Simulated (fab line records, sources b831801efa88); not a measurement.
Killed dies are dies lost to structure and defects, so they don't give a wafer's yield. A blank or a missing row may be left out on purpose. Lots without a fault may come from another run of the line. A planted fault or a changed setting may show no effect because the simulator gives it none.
One fault seen from 2 desks | flow sfq_line | each desk has only its own numbers; what lay behind them comes last

THE TOOL OWNER'S DESK: cmp-01
The tool's own readings at SFQ_TRILAYER_I7_CMP_CMP_184 (polishes SiO2): means of the sampled wafers that have a number, for each lot that ran on this tool. A lot is out of limits, marked OUT, if its mean lies more than 4 standard deviations from the usual mean; the brackets give that distance.
Columns: A = motor_current_A at SFQ_TRILAYER_I7_CMP_CMP_184, usual 10.5 A; B = retaining_ring_pressure_frac at SFQ_TRILAYER_I7_CMP_CMP_184, usual 1.000; C = time_to_endpoint_s at SFQ_TRILAYER_I7_CMP_CMP_184, usual 214 s
lot  | first seen here | A    | B     | C
L810 | day 73 21:23    | 9.8  | 0.995 | 216
L813 | day 74 12:25    | 10.1 | 1.000 | 221
L814 | day 77 02:29    | 10.1 | 0.998 | 201
L823 | day 81 09:17    | 9.4  | 1.000 | 210
L824 | day 81 13:35    | 10.2 | 0.996 | 220
L826 | day 81 18:43    | 9.7  | 0.999 | 217
L832 | day 82 18:48    | 8.8  | 1.001 | 213
This desk's finding: nothing out of limits on any of the 7 lots.

THE METROLOGY DESK
What the gauges read, lot by lot, whatever tool the lot ran on: means of the sampled wafers that have a number. A lot is out of limits, marked OUT, if its mean lies more than 4 standard deviations from the usual mean; the brackets give that distance.
Columns: A = M7_OVL at SFQ_M7_OVL_MEAS_945, usual 1 nm
lot  | first seen here | A
L810 | day 73 18:43    | 1
L811 | day 73 21:08    | 4
L812 | day 74 03:14    | -4
L813 | day 74 05:38    | 3
L814 | day 77 00:58    | 0
L823 | day 81 07:43    | 3
L824 | day 81 12:31    | -1
L825 | day 81 13:43    | 3
L826 | day 81 16:08    | -2
L829 | day 82 05:14    | 2
L831 | day 82 14:50    | -8
L832 | day 82 17:14    | 7
L833 | day 82 18:27    | 1
This desk's finding: nothing out of limits on any of the 13 lots.

PUT TOGETHER
The tool owner's desk saw nothing out of limits.
The metrology desk saw nothing out of limits.

WHAT THE SIMULATOR HAD PUT IN
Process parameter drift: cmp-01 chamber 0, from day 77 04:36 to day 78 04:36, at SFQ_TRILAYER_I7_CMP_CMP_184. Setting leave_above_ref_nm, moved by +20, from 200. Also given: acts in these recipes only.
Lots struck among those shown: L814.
